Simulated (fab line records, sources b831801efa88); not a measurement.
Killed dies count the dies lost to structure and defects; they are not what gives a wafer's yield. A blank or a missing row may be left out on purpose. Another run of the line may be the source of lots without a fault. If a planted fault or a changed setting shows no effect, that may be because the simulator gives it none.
A lot that was struck, set against a sound lot / flow sky130 / 17 out of 708 route steps
Sound: these wafers, L950.1, L950.4, L950.5. Wafers struck: L942.1, L942.3, L942.4. The cause comes at the end.
Per side, at each step with rows, come the tool, then ch with its chambers, and then its first start. Under that, the readings that differ: sound wafers / struck wafers / difference of the means / sigmas: that difference in standard deviations of wafers without a fault.
alike: words and numbers the same on both sides, and readings whose means are apart by under 2 such deviations; not compared: readings that were withheld, readings missing a value for some wafer, numbers with overlapping values and no deviation given by the record, and bounds like >300 which may hide the same value.
Wherever a step has rows on one side only, a row that says differs or no value, or a row with sigmas, the two part there. Numbers that don't overlap but have no deviation are shown without sigmas and don't part them. Lack of a reading on every wafer of one side parts them only where that side has two or more wafers.

first, 1 step without rows for these wafers: SKY_LDD_N_IMPLANT_15.
SKY_LDD_N_STRIP_16: strips in O2/N2.
  sound on plasmaAsher-01 ch 0,1, day 23 05:57; struck on plasmaAsher-01 ch 0,1, day 20 10:58
  alike: drypumpMotorCurrentA, oesProductAu, stripTimeToEndpointS
  not compared: rfHoursCounterH
SKY_LDD_N_TW_MEAS_17:
  struck on filmMetro-03, day 20 11:04; sound on filmMetro-04, day 23 06:03
  alike: LDD_N_TW
then, 7 steps without rows for these wafers: SKY_LDD_P_DEHYDRATE_00 (time 60 s); SKY_LDD_P_HMDS_01 (prime time 60 s); SKY_LDD_P_COAT_02 (resist thk 1140 nm); SKY_LDD_P_SOFTBAKE_03 (time 60 s); SKY_LDD_P_EXPOSE_04 (exposes mask PSDM, target cd 380 nm); SKY_LDD_P_PEB_05; SKY_LDD_P_DEVELOP_06 (develop time 60 s).
SKY_LDD_P_CD_MEAS_07: the cd target is 380 nm.
  struck on cdSem-01, day 21 18:01; sound on cdSem-02, day 24 11:46
  alike: cdNm
SKY_LDD_P_OVL_MEAS_08:
  struck on overlay-02, day 21 18:08; sound on overlay-02, day 24 11:53
  alike: LDD_P_OVL
SKY_LDD_P_IMPLANT_09:
  sound on implanter-01 ch 0, day 24 11:55; struck on implanter-02 ch 0, day 21 18:10
reading=beamEnergyKeV; sound=24.997 25.002 25.005; struck=20.519 20.507 20.518; difference=-4.487; sigmas=-99 or more
reading=model.implant.rpNm (nm); sound=20.13 20.13 20.13; struck=17.49 17.49 17.49; difference=-2.64; sigmas=
reading=model.implant.drpNm (nm); sound=11.41 11.41 11.41; struck=9.929 9.929 9.929; difference=-1.481; sigmas=
SKY_LDD_P_STRIP_10: strips in O2/N2.
  sound on plasmaAsher-03 ch 0,1, day 24 12:04; struck on plasmaAsher-01 ch 0,1, day 21 18:19
  alike: drypumpMotorCurrentA, oesProductAu, stripTimeToEndpointS
  not compared: rfHoursCounterH
SKY_LDD_P_TW_MEAS_11:
  struck on filmMetro-03, day 21 18:25; sound on filmMetro-03, day 24 12:10
reading=LDD_P_TW; sound=636 638 639; struck=604 603 606; difference=-33; sigmas=-5
then, 1 step without rows for these wafers: SKY_LDD_HVN_DEHYDRATE_00 (time 60 s).
-- record jumps: 26 days separate the struck wafers' starts on either side; left off in module LDD_HVN, taken up again in module PAD_OPEN, whose first shown step is the route's number 708 --
SKY_PAD_OPEN_PROBE_99:
  struck on prober-02, day 47 11:58; sound on prober-02, day 49 03:28
reading=model.etest.tipP.rsOhmSq; sound=6928 6959 7011; struck=7120 7108 7094; difference=+141; sigmas=
  alike: killed_at_M0_to_M3, killed_at_M4_up, killedAtContacts, killedAtFrontEnd, killedAtOther, killedDies, killedOpen, killedShort

== WHERE THEY PART ==
Last at SKY_LDD_P_TW_MEAS_11 as far as this record goes, first at SKY_LDD_P_IMPLANT_09. Later steps at which nothing parts them and some readings are alike: SKY_PAD_OPEN_PROBE_99.

WHY: the cause the simulator had injected
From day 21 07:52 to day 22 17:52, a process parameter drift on implanter-02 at SKY_LDD_P_IMPLANT_09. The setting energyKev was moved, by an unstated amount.
